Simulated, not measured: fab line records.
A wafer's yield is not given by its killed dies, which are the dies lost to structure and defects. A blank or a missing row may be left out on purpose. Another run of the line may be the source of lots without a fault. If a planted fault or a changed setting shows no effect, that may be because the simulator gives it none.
fab line records / flow sky130
record lots=6 wafers=18 last_day=50
route steps=708 shown SD_P@324 RES_XHIGH@332 SD_N@342
lots untouched by any fault: they come from a run of this same line in which no faults occurred
start_h: hours from the record's first day to the start of the lot's first wafer shown / wait_h: hours elapsed since this lot's preceding step / " unchanged from the row above / L1.1+2: one row covering several wafers at once / - no value, or no start given / * or withheld: withheld / < > ~ a bound
route shown NAME@n: NAME is a module with steps in the file, n the number in the route of the first one / usual: mean/standard deviation of fault-free wafers / same: alike in all rows / chamber/n: place in a boat / sites: each site's reading / _std_site: the standard deviation of these / _edge_site: inner sites' mean taken away from outer sites' mean / radius_mm: how far each site lies from the wafer's centre / mask NAME#n: copy n / behind: the last tool/chamber to shape the wafer / hold: reason for holding the lot/hours on hold/outcome of the hold / device: the n, p or np transistor that did not switch / end of line: the same wafers' tests at the end of the route / a step with no rows: only its recipe / killed: at the first sort, the dies lost to defects and structure; wafer yield is something else / map: a wafer's dies, marking killed ones x, the rest . and places with no die _
set.NAME: setting as actually run; set.NAME@STEP: the setting as run at that earlier step / model.NAME: the simulator's own value behind a step, which no gauge read
lots seen at some steps along the route; tables by step, rows by wafer
services: the hour from which a tool's chamber was out of use, counted from the record's first day as start_h (under 0 if before that day), plus the number of hours and why
## steps
# step SKY_SD_P_EXPOSE_04
# recipe mask_id=PSDM na=0.6 source_shape=conventional sigma_outer=0.6 polarization=unpolarized target_cd_nm=380 dose_mj=138
# step SKY_SD_P_PEB_05
# recipe temp_c=withheld time_s=* resist=NOVOLAK
# step SKY_SD_P_DEVELOP_06
# recipe resist=NOVOLAK developer=TMAH develop_time_s=60 dev_temp_c=23
# step SKY_SD_P_CD_MEAS_07
# recipe target_cd_nm=380
# usual cd_nm=380.1/2.3
lot.wafer=L255.1 tool=cd_sem-02 chamber=- start_h=614.12 wait_h=0.1 cd_nm=379.4
lot.wafer=L255.3 tool=cd_sem-02 chamber=- start_h=614.12 wait_h=0.1 cd_nm=378.3
lot.wafer=L255.5 tool=cd_sem-02 chamber=- start_h=614.12 wait_h=0.1 cd_nm=378.9
lot.wafer=L259.1 tool=cd_sem-02 chamber=- start_h=652.66 wait_h=0.1 cd_nm=378.4
lot.wafer=L259.2 tool=cd_sem-02 chamber=- start_h=652.66 wait_h=0.1 cd_nm=379.7
lot.wafer=L259.5 tool=cd_sem-02 chamber=- start_h=652.66 wait_h=0.1 cd_nm=380.4
lot.wafer=L263.2 tool=cd_sem-02 chamber=- start_h=695.38 wait_h=0.1 cd_nm=375.0
lot.wafer=L263.3 tool=cd_sem-02 chamber=- start_h=695.38 wait_h=0.1 cd_nm=375.7
lot.wafer=L263.6 tool=cd_sem-02 chamber=- start_h=695.38 wait_h=0.1 cd_nm=376.8
lot.wafer=L269.1 tool=cd_sem-02 chamber=- start_h=739.28 wait_h=0.1 cd_nm=380.6
lot.wafer=L269.3 tool=cd_sem-02 chamber=- start_h=739.28 wait_h=0.1 cd_nm=381.4
lot.wafer=L269.6 tool=cd_sem-02 chamber=- start_h=739.28 wait_h=0.1 cd_nm=381.0
lot.wafer=L270.1 tool=cd_sem-01 chamber=- start_h=742.03 wait_h=0.1 cd_nm=376.1
lot.wafer=L270.2 tool=cd_sem-01 chamber=- start_h=742.03 wait_h=0.1 cd_nm=377.6
lot.wafer=L270.5 tool=cd_sem-01 chamber=- start_h=742.03 wait_h=0.1 cd_nm=378.1
lot.wafer=L274.2 tool=cd_sem-01 chamber=- start_h=766.19 wait_h=0.1 cd_nm=380.2
lot.wafer=L274.3 tool=cd_sem-01 chamber=- start_h=766.19 wait_h=0.1 cd_nm=381.6
lot.wafer=L274.5 tool=cd_sem-01 chamber=- start_h=766.19 wait_h=0.1 cd_nm=381.9
# step SKY_SD_P_OVL_MEAS_08
# usual SD_P_OVL=-0.8/1.4
lot.wafer=L255.1 tool=overlay-02 chamber=- start_h=614.24 wait_h=0.1 SD_P_OVL[nm]=-0.4
lot.wafer=L255.3 tool=overlay-02 chamber=- start_h=614.24 wait_h=0.1 SD_P_OVL[nm]=-0.9
lot.wafer=L255.5 tool=overlay-02 chamber=- start_h=614.24 wait_h=0.1 SD_P_OVL[nm]=-2.8
lot.wafer=L259.1 tool=overlay-02 chamber=- start_h=652.78 wait_h=0.1 SD_P_OVL[nm]=0.3
lot.wafer=L259.2 tool=overlay-02 chamber=- start_h=652.78 wait_h=0.1 SD_P_OVL[nm]=-0.3
lot.wafer=L259.5 tool=overlay-02 chamber=- start_h=652.78 wait_h=0.1 SD_P_OVL[nm]=0.0
lot.wafer=L263.2 tool=overlay-02 chamber=- start_h=695.48 wait_h=0.1 SD_P_OVL[nm]=-2.0
lot.wafer=L263.3 tool=overlay-02 chamber=- start_h=695.48 wait_h=0.1 SD_P_OVL[nm]=-1.5
lot.wafer=L263.6 tool=overlay-02 chamber=- start_h=695.48 wait_h=0.1 SD_P_OVL[nm]=-0.8
lot.wafer=L269.1 tool=overlay-02 chamber=- start_h=739.40 wait_h=0.1 SD_P_OVL[nm]=-0.7
lot.wafer=L269.3 tool=overlay-02 chamber=- start_h=739.40 wait_h=0.1 SD_P_OVL[nm]=-1.0
lot.wafer=L269.6 tool=overlay-02 chamber=- start_h=739.40 wait_h=0.1 SD_P_OVL[nm]=0.7
lot.wafer=L270.1 tool=overlay-02 chamber=- start_h=742.15 wait_h=0.1 SD_P_OVL[nm]=-0.1
lot.wafer=L270.2 tool=overlay-02 chamber=- start_h=742.15 wait_h=0.1 SD_P_OVL[nm]=0.4
lot.wafer=L270.5 tool=overlay-02 chamber=- start_h=742.15 wait_h=0.1 SD_P_OVL[nm]=0.3
lot.wafer=L274.2 tool=overlay-01 chamber=- start_h=766.30 wait_h=0.1 SD_P_OVL[nm]=-1.2
lot.wafer=L274.3 tool=overlay-01 chamber=- start_h=766.30 wait_h=0.1 SD_P_OVL[nm]=0.7
lot.wafer=L274.5 tool=overlay-01 chamber=- start_h=766.30 wait_h=0.1 SD_P_OVL[nm]=-0.6
# step SKY_SD_P_IMPLANT_09
# recipe species=BF2 energy_kev=20 dose_cm2=3e+15 tilt_deg=0
# step SKY_SD_P_STRIP_10
# recipe chemistry=O2/N2 power_w=1400 pressure_mtorr=1500 platen_temp_c=withheld o2_flow_sccm=3000 n2_flow_sccm=300 overash_fraction=0.5
# usual drypump_motor_current_A=6.1/0.61 oes_product_au=0.618/0.0042 strip_time_to_endpoint_s=17.48/0.038
lot.wafer=L255.1 tool=plasma_asher-02 chamber=0 start_h=614.43 wait_h=0.1 drypump_motor_current_A=5.1 oes_product_au=0.619 rf_hours_counter_h=18 strip_time_to_endpoint_s=17.49
lot.wafer=L255.3 tool=plasma_asher-02 chamber=1 start_h=614.43 wait_h=0.1 drypump_motor_current_A=6.0 oes_product_au=0.619 rf_hours_counter_h=- strip_time_to_endpoint_s=17.46
lot.wafer=L255.5 tool=plasma_asher-02 chamber=0 start_h=614.43 wait_h=0.1 drypump_motor_current_A=5.2 oes_product_au=0.620 rf_hours_counter_h=- strip_time_to_endpoint_s=17.49
lot.wafer=L259.1 tool=plasma_asher-04 chamber=1 start_h=652.96 wait_h=0.1 drypump_motor_current_A=5.4 oes_product_au=0.616 rf_hours_counter_h=94 strip_time_to_endpoint_s=17.45
lot.wafer=L259.2 tool=plasma_asher-04 chamber=0 start_h=652.96 wait_h=0.1 drypump_motor_current_A=6.1 oes_product_au=0.618 rf_hours_counter_h=94 strip_time_to_endpoint_s=17.46
lot.wafer=L259.5 tool=plasma_asher-04 chamber=1 start_h=652.96 wait_h=0.1 drypump_motor_current_A=5.4 oes_product_au=0.621 rf_hours_counter_h=- strip_time_to_endpoint_s=17.49
lot.wafer=L263.2 tool=plasma_asher-03 chamber=0 start_h=695.66 wait_h=0.1 drypump_motor_current_A=6.7 oes_product_au=0.618 rf_hours_counter_h=54 strip_time_to_endpoint_s=17.41
lot.wafer=L263.3 tool=plasma_asher-03 chamber=0 start_h=695.66 wait_h=0.1 drypump_motor_current_A=6.7 oes_product_au=0.618 rf_hours_counter_h=- strip_time_to_endpoint_s=17.45
lot.wafer=L263.6 tool=plasma_asher-03 chamber=1 start_h=695.66 wait_h=0.1 drypump_motor_current_A=6.7 oes_product_au=0.623 rf_hours_counter_h=- strip_time_to_endpoint_s=17.45
lot.wafer=L269.1 tool=plasma_asher-02 chamber=0 start_h=739.59 wait_h=0.1 drypump_motor_current_A=5.1 oes_product_au=0.615 rf_hours_counter_h=30 strip_time_to_endpoint_s=17.56
lot.wafer=L269.3 tool=plasma_asher-02 chamber=1 start_h=739.59 wait_h=0.1 drypump_motor_current_A=6.0 oes_product_au=0.620 rf_hours_counter_h=- strip_time_to_endpoint_s=17.56
lot.wafer=L269.6 tool=plasma_asher-02 chamber=1 start_h=739.59 wait_h=0.1 drypump_motor_current_A=6.0 oes_product_au=0.616 rf_hours_counter_h=- strip_time_to_endpoint_s=17.57
lot.wafer=L270.1 tool=plasma_asher-02 chamber=0 start_h=742.34 wait_h=0.1 drypump_motor_current_A=5.2 oes_product_au=0.620 rf_hours_counter_h=31 strip_time_to_endpoint_s=17.44
lot.wafer=L270.2 tool=plasma_asher-02 chamber=1 start_h=742.34 wait_h=0.1 drypump_motor_current_A=6.0 oes_product_au=0.619 rf_hours_counter_h=31 strip_time_to_endpoint_s=17.42
lot.wafer=L270.5 tool=plasma_asher-02 chamber=0 start_h=742.34 wait_h=0.1 drypump_motor_current_A=5.1 oes_product_au=0.618 rf_hours_counter_h=- strip_time_to_endpoint_s=17.44
lot.wafer=L274.2 tool=plasma_asher-02 chamber=0 start_h=766.48 wait_h=0.1 drypump_motor_current_A=5.2 oes_product_au=0.628 rf_hours_counter_h=33 strip_time_to_endpoint_s=17.44
lot.wafer=L274.3 tool=plasma_asher-02 chamber=0 start_h=766.48 wait_h=0.1 drypump_motor_current_A=5.2 oes_product_au=0.616 rf_hours_counter_h=- strip_time_to_endpoint_s=17.46
lot.wafer=L274.5 tool=plasma_asher-02 chamber=1 start_h=766.48 wait_h=0.1 drypump_motor_current_A=6.0 oes_product_au=0.621 rf_hours_counter_h=- strip_time_to_endpoint_s=17.46
# step SKY_SD_P_TW_MEAS_11
# usual SD_P_TW=2799/19
lot.wafer=L255.1 tool=film_metro-02 chamber=- start_h=614.53 wait_h=0.1 SD_P_TW=2779
lot.wafer=L255.3 tool=film_metro-02 chamber=- start_h=614.53 wait_h=0.1 SD_P_TW=2786
lot.wafer=L255.5 tool=film_metro-02 chamber=- start_h=614.53 wait_h=0.1 SD_P_TW=2779
lot.wafer=L259.1 tool=film_metro-01 chamber=- start_h=653.06 wait_h=0.1 SD_P_TW=2808
lot.wafer=L259.2 tool=film_metro-01 chamber=- start_h=653.06 wait_h=0.1 SD_P_TW=2797
lot.wafer=L259.5 tool=film_metro-01 chamber=- start_h=653.06 wait_h=0.1 SD_P_TW=2803
lot.wafer=L263.2 tool=film_metro-01 chamber=- start_h=695.77 wait_h=0.1 SD_P_TW=2822
lot.wafer=L263.3 tool=film_metro-01 chamber=- start_h=695.77 wait_h=0.1 SD_P_TW=2822
lot.wafer=L263.6 tool=film_metro-01 chamber=- start_h=695.77 wait_h=0.1 SD_P_TW=2831
lot.wafer=L269.1 tool=film_metro-02 chamber=- start_h=739.69 wait_h=0.1 SD_P_TW=2766
lot.wafer=L269.3 tool=film_metro-02 chamber=- start_h=739.69 wait_h=0.1 SD_P_TW=2770
lot.wafer=L269.6 tool=film_metro-02 chamber=- start_h=739.69 wait_h=0.1 SD_P_TW=2763
lot.wafer=L270.1 tool=film_metro-01 chamber=- start_h=742.44 wait_h=0.1 SD_P_TW=2767
lot.wafer=L270.2 tool=film_metro-01 chamber=- start_h=742.44 wait_h=0.1 SD_P_TW=2770
lot.wafer=L270.5 tool=film_metro-01 chamber=- start_h=742.44 wait_h=0.1 SD_P_TW=2792
lot.wafer=L274.2 tool=film_metro-03 chamber=- start_h=766.59 wait_h=0.1 SD_P_TW=2818
lot.wafer=L274.3 tool=film_metro-03 chamber=- start_h=766.59 wait_h=0.1 SD_P_TW=2825
lot.wafer=L274.5 tool=film_metro-03 chamber=- start_h=766.59 wait_h=0.1 SD_P_TW=2822
# step SKY_RES_XHIGH_DEHYDRATE_00
# recipe temp_c=200 time_s=60
# step SKY_RES_XHIGH_HMDS_01
# recipe prime_time_s=60 prime_temp_c=120
# step SKY_RES_XHIGH_COAT_02
# recipe resist=NOVOLAK spin_rpm=3000 resist_thk_nm=1140
# step SKY_RES_XHIGH_SOFTBAKE_03
# recipe temp_c=90 time_s=60 resist=NOVOLAK
# step SKY_RES_XHIGH_EXPOSE_04
# recipe mask_id=URPM na=0.6 source_shape=conventional sigma_outer=0.6 polarization=unpolarized target_cd_nm=1270 dose_mj=140
# usual exposure_dose_mJ_cm2=140.00/0.14 focus_offset_nm=-0.1/0.6
lot.wafer=L255.1 tool=iline_stepper-01 chamber=0 start_h=627.73 wait_h=- mask=URPM#0 exposure_dose_mJ_cm2=139.84 focus_offset_nm=0.1
lot.wafer=L255.3 tool=iline_stepper-01 chamber=0 start_h=627.73 wait_h=- mask=URPM#0 exposure_dose_mJ_cm2=139.89 focus_offset_nm=0.0
lot.wafer=L255.5 tool=iline_stepper-01 chamber=0 start_h=627.73 wait_h=- mask=URPM#0 exposure_dose_mJ_cm2=140.09 focus_offset_nm=-0.9
lot.wafer=L259.1 tool=iline_stepper-02 chamber=0 start_h=667.88 wait_h=- mask=URPM#0 exposure_dose_mJ_cm2=140.06 focus_offset_nm=-0.6
lot.wafer=L259.2 tool=iline_stepper-02 chamber=0 start_h=667.88 wait_h=- mask=URPM#0 exposure_dose_mJ_cm2=140.09 focus_offset_nm=-0.5
lot.wafer=L259.5 tool=iline_stepper-02 chamber=0 start_h=667.88 wait_h=- mask=URPM#0 exposure_dose_mJ_cm2=140.04 focus_offset_nm=-0.3
lot.wafer=L263.2 tool=iline_stepper-02 chamber=0 start_h=708.85 wait_h=- mask=URPM#0 exposure_dose_mJ_cm2=140.30 focus_offset_nm=0.0
lot.wafer=L263.3 tool=iline_stepper-02 chamber=0 start_h=708.85 wait_h=- mask=URPM#0 exposure_dose_mJ_cm2=140.15 focus_offset_nm=-0.6
lot.wafer=L263.6 tool=iline_stepper-02 chamber=0 start_h=708.85 wait_h=- mask=URPM#0 exposure_dose_mJ_cm2=139.97 focus_offset_nm=-0.7
lot.wafer=L269.1 tool=iline_stepper-01 chamber=- start_h=752.57 wait_h=- mask=URPM#0 exposure_dose_mJ_cm2=- focus_offset_nm=-
lot.wafer=L269.3 tool=iline_stepper-01 chamber=- start_h=752.57 wait_h=- mask=URPM#0 exposure_dose_mJ_cm2=- focus_offset_nm=-
lot.wafer=L269.6 tool=iline_stepper-01 chamber=- start_h=752.57 wait_h=- mask=URPM#0 exposure_dose_mJ_cm2=- focus_offset_nm=-
lot.wafer=L270.1 tool=iline_stepper-01 chamber=- start_h=756.00 wait_h=- mask=URPM#0 exposure_dose_mJ_cm2=- focus_offset_nm=-
lot.wafer=L270.2 tool=iline_stepper-01 chamber=- start_h=756.00 wait_h=- mask=URPM#0 exposure_dose_mJ_cm2=- focus_offset_nm=-
lot.wafer=L270.5 tool=iline_stepper-01 chamber=- start_h=756.00 wait_h=- mask=URPM#0 exposure_dose_mJ_cm2=- focus_offset_nm=-
lot.wafer=L274.2 tool=iline_stepper-01 chamber=0 start_h=780.15 wait_h=- mask=URPM#0 exposure_dose_mJ_cm2=139.93 focus_offset_nm=0.3
lot.wafer=L274.3 tool=iline_stepper-01 chamber=0 start_h=780.15 wait_h=- mask=URPM#0 exposure_dose_mJ_cm2=139.96 focus_offset_nm=0.1
lot.wafer=L274.5 tool=iline_stepper-01 chamber=0 start_h=780.15 wait_h=- mask=URPM#0 exposure_dose_mJ_cm2=139.94 focus_offset_nm=-0.2
# step SKY_RES_XHIGH_PEB_05
# recipe temp_c=withheld time_s=* resist=NOVOLAK
# step SKY_RES_XHIGH_DEVELOP_06
# recipe resist=NOVOLAK developer=TMAH develop_time_s=60 dev_temp_c=23
# step SKY_RES_XHIGH_IMPLANT_07
# recipe species=BF2 energy_kev=20 dose_cm2=3.6e+14 tilt_deg=0
# step SKY_RES_XHIGH_STRIP_08
# recipe chemistry=O2/N2 power_w=1400 pressure_mtorr=1500 platen_temp_c=withheld o2_flow_sccm=3000 n2_flow_sccm=300 overash_fraction=0.5
# usual drypump_motor_current_A=6.0/0.57 oes_product_au=0.711/0.0043 strip_time_to_endpoint_s=14.28/0.045
lot.wafer=L255.1 tool=plasma_asher-01 chamber=1 start_h=641.76 wait_h=0.1 drypump_motor_current_A=5.7 oes_product_au=0.717 rf_hours_counter_h=81 strip_time_to_endpoint_s=14.24
lot.wafer=L255.3 tool=plasma_asher-01 chamber=0 start_h=641.76 wait_h=0.1 drypump_motor_current_A=5.9 oes_product_au=0.715 rf_hours_counter_h=- strip_time_to_endpoint_s=14.20
lot.wafer=L255.5 tool=plasma_asher-01 chamber=1 start_h=641.76 wait_h=0.1 drypump_motor_current_A=5.7 oes_product_au=0.712 rf_hours_counter_h=- strip_time_to_endpoint_s=14.22
lot.wafer=L259.1 tool=plasma_asher-02 chamber=0 start_h=681.48 wait_h=0.1 drypump_motor_current_A=5.2 oes_product_au=0.708 rf_hours_counter_h=26 strip_time_to_endpoint_s=14.24
lot.wafer=L259.2 tool=plasma_asher-02 chamber=1 start_h=681.48 wait_h=0.1 drypump_motor_current_A=6.0 oes_product_au=0.716 rf_hours_counter_h=26 strip_time_to_endpoint_s=14.22
lot.wafer=L259.5 tool=plasma_asher-02 chamber=0 start_h=681.48 wait_h=0.1 drypump_motor_current_A=5.2 oes_product_au=0.709 rf_hours_counter_h=- strip_time_to_endpoint_s=14.23
lot.wafer=L263.2 tool=plasma_asher-02 chamber=0 start_h=722.71 wait_h=0.1 drypump_motor_current_A=5.1 oes_product_au=0.717 rf_hours_counter_h=28 strip_time_to_endpoint_s=14.27
lot.wafer=L263.3 tool=plasma_asher-02 chamber=0 start_h=722.71 wait_h=0.1 drypump_motor_current_A=5.2 oes_product_au=0.711 rf_hours_counter_h=- strip_time_to_endpoint_s=14.24
lot.wafer=L263.6 tool=plasma_asher-02 chamber=1 start_h=722.71 wait_h=0.1 drypump_motor_current_A=6.0 oes_product_au=0.709 rf_hours_counter_h=- strip_time_to_endpoint_s=14.24
lot.wafer=L269.1 tool=plasma_asher-03 chamber=1 start_h=766.15 wait_h=0.1 drypump_motor_current_A=6.7 oes_product_au=0.714 rf_hours_counter_h=62 strip_time_to_endpoint_s=14.31
lot.wafer=L269.3 tool=plasma_asher-03 chamber=0 start_h=766.15 wait_h=0.1 drypump_motor_current_A=6.8 oes_product_au=0.708 rf_hours_counter_h=- strip_time_to_endpoint_s=14.30
lot.wafer=L269.6 tool=plasma_asher-03 chamber=1 start_h=766.15 wait_h=0.1 drypump_motor_current_A=6.7 oes_product_au=0.706 rf_hours_counter_h=- strip_time_to_endpoint_s=14.28
lot.wafer=L270.1 tool=plasma_asher-02 chamber=0 start_h=769.68 wait_h=0.1 drypump_motor_current_A=5.1 oes_product_au=0.714 rf_hours_counter_h=33 strip_time_to_endpoint_s=14.29
lot.wafer=L270.2 tool=plasma_asher-02 chamber=1 start_h=769.68 wait_h=0.1 drypump_motor_current_A=6.0 oes_product_au=0.709 rf_hours_counter_h=33 strip_time_to_endpoint_s=14.28
lot.wafer=L270.5 tool=plasma_asher-02 chamber=1 start_h=769.68 wait_h=0.1 drypump_motor_current_A=6.0 oes_product_au=0.710 rf_hours_counter_h=- strip_time_to_endpoint_s=14.34
lot.wafer=L274.2 tool=plasma_asher-03 chamber=0 start_h=793.38 wait_h=0.1 drypump_motor_current_A=6.7 oes_product_au=0.708 rf_hours_counter_h=65 strip_time_to_endpoint_s=14.23
lot.wafer=L274.3 tool=plasma_asher-03 chamber=1 start_h=793.38 wait_h=0.1 drypump_motor_current_A=6.7 oes_product_au=0.711 rf_hours_counter_h=- strip_time_to_endpoint_s=14.28
lot.wafer=L274.5 tool=plasma_asher-03 chamber=1 start_h=793.38 wait_h=0.1 drypump_motor_current_A=6.7 oes_product_au=0.707 rf_hours_counter_h=- strip_time_to_endpoint_s=14.25
# step SKY_RES_XHIGH_TW_MEAS_09
# usual RES_XHIGH_TW=1624/14
lot.wafer=L255.1 tool=film_metro-01 chamber=- start_h=641.86 wait_h=0.1 RES_XHIGH_TW=1623
lot.wafer=L255.3 tool=film_metro-01 chamber=- start_h=641.86 wait_h=0.1 RES_XHIGH_TW=1621
lot.wafer=L255.5 tool=film_metro-01 chamber=- start_h=641.86 wait_h=0.1 RES_XHIGH_TW=1628
lot.wafer=L259.1 tool=film_metro-03 chamber=- start_h=681.58 wait_h=0.1 RES_XHIGH_TW=1634
lot.wafer=L259.2 tool=film_metro-03 chamber=- start_h=681.58 wait_h=0.1 RES_XHIGH_TW=1633
lot.wafer=L259.5 tool=film_metro-03 chamber=- start_h=681.58 wait_h=0.1 RES_XHIGH_TW=1637
lot.wafer=L263.2 tool=film_metro-03 chamber=- start_h=722.82 wait_h=0.1 RES_XHIGH_TW=1632
lot.wafer=L263.3 tool=film_metro-03 chamber=- start_h=722.82 wait_h=0.1 RES_XHIGH_TW=1638
lot.wafer=L263.6 tool=film_metro-03 chamber=- start_h=722.82 wait_h=0.1 RES_XHIGH_TW=1640
lot.wafer=L269.1 tool=film_metro-01 chamber=- start_h=766.25 wait_h=0.1 RES_XHIGH_TW=30
lot.wafer=L269.3 tool=film_metro-01 chamber=- start_h=766.25 wait_h=0.1 RES_XHIGH_TW=30
lot.wafer=L269.6 tool=film_metro-01 chamber=- start_h=766.25 wait_h=0.1 RES_XHIGH_TW=30
lot.wafer=L270.1 tool=film_metro-03 chamber=- start_h=769.78 wait_h=0.1 RES_XHIGH_TW=30
lot.wafer=L270.2 tool=film_metro-03 chamber=- start_h=769.78 wait_h=0.1 RES_XHIGH_TW=30
lot.wafer=L270.5 tool=film_metro-03 chamber=- start_h=769.78 wait_h=0.1 RES_XHIGH_TW=30
lot.wafer=L274.2 tool=film_metro-02 chamber=- start_h=793.49 wait_h=0.1 RES_XHIGH_TW=1605
lot.wafer=L274.3 tool=film_metro-02 chamber=- start_h=793.49 wait_h=0.1 RES_XHIGH_TW=1605
lot.wafer=L274.5 tool=film_metro-02 chamber=- start_h=793.49 wait_h=0.1 RES_XHIGH_TW=1609
# step SKY_SD_N_DEHYDRATE_00
# recipe temp_c=200 time_s=60
## services
tool=plasma_asher-03 chamber=- start_h=595.22 hours=1.7 kind=repair
tool=plasma_asher-04 chamber=- start_h=601.69 hours=2.1 kind=repair
tool=iline_stepper-02 chamber=- start_h=617.47 hours=1.7 kind=pm
tool=plasma_asher-04 chamber=- start_h=637.37 hours=14.6 kind=pm
tool=plasma_asher-03 chamber=- start_h=649.19 hours=14.6 kind=pm
tool=iline_stepper-02 chamber=- start_h=654.33 hours=8.9 kind=pm
tool=plasma_asher-02 chamber=- start_h=665.06 hours=1.4 kind=repair
tool=plasma_asher-03 chamber=- start_h=673.57 hours=10.2 kind=repair
tool=iline_stepper-02 chamber=- start_h=674.56 hours=4.4 kind=pm
tool=plasma_asher-02 chamber=- start_h=678.59 hours=1.4 kind=repair
tool=iline_stepper-01 chamber=- start_h=687.97 hours=3.5 kind=repair
tool=plasma_asher-03 chamber=- start_h=700.09 hours=2.9 kind=repair
tool=plasma_asher-02 chamber=- start_h=702.46 hours=14.3 kind=repair
tool=plasma_asher-01 chamber=- start_h=705.75 hours=4.2 kind=repair
tool=plasma_asher-02 chamber=- start_h=707.62 hours=1.4 kind=repair
tool=plasma_asher-04 chamber=- start_h=733.75 hours=9.0 kind=pm
tool=plasma_asher-04 chamber=0 start_h=733.75 hours=9.0 kind=vent_cycle
tool=plasma_asher-04 chamber=1 start_h=733.75 hours=9.0 kind=vent_cycle
tool=plasma_asher-04 chamber=0 start_h=742.75 hours=- kind=clean
tool=plasma_asher-04 chamber=1 start_h=742.75 hours=- kind=clean
tool=iline_stepper-02 chamber=- start_h=774.39 hours=28.9 kind=pm
## key
first_sign step=SKY_RES_XHIGH_EXPOSE_04 reading=tool_record direction=missing
effect step=SKY_RES_XHIGH_TW_MEAS_09 reading=RES_XHIGH_TW direction=down sigmas=99+ usual=1624 struck=30
met_at SKY_RES_XHIGH_EXPOSE_04
struck_wafers L269.1,L269.3,L269.6,L270.1,L270.2,L270.5
sort_left_out L269.1,L269.3,L269.6,L270.1,L270.2,L270.5
tester_left_out L269,L270
onset_between 627.73 752.57
fault kind=skipped_step_whole tool=iline_stepper-01 chamber=- onset_h=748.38 steps=SKY_RES_XHIGH_EXPOSE_04 scope=struck_lots_only
# tester_left_out: of these lots the tester's yield and bins aren't shown, on N5 and GAA mostly nor the transistor test; their killed dies are dies lost to structure and defects alone, not to doping, threshold or leakage, so they don't give the yield
# sort_left_out: the simulated sort isn't trusted on such a fault, so these wafers' sort isn't shown, and their yield isn't known
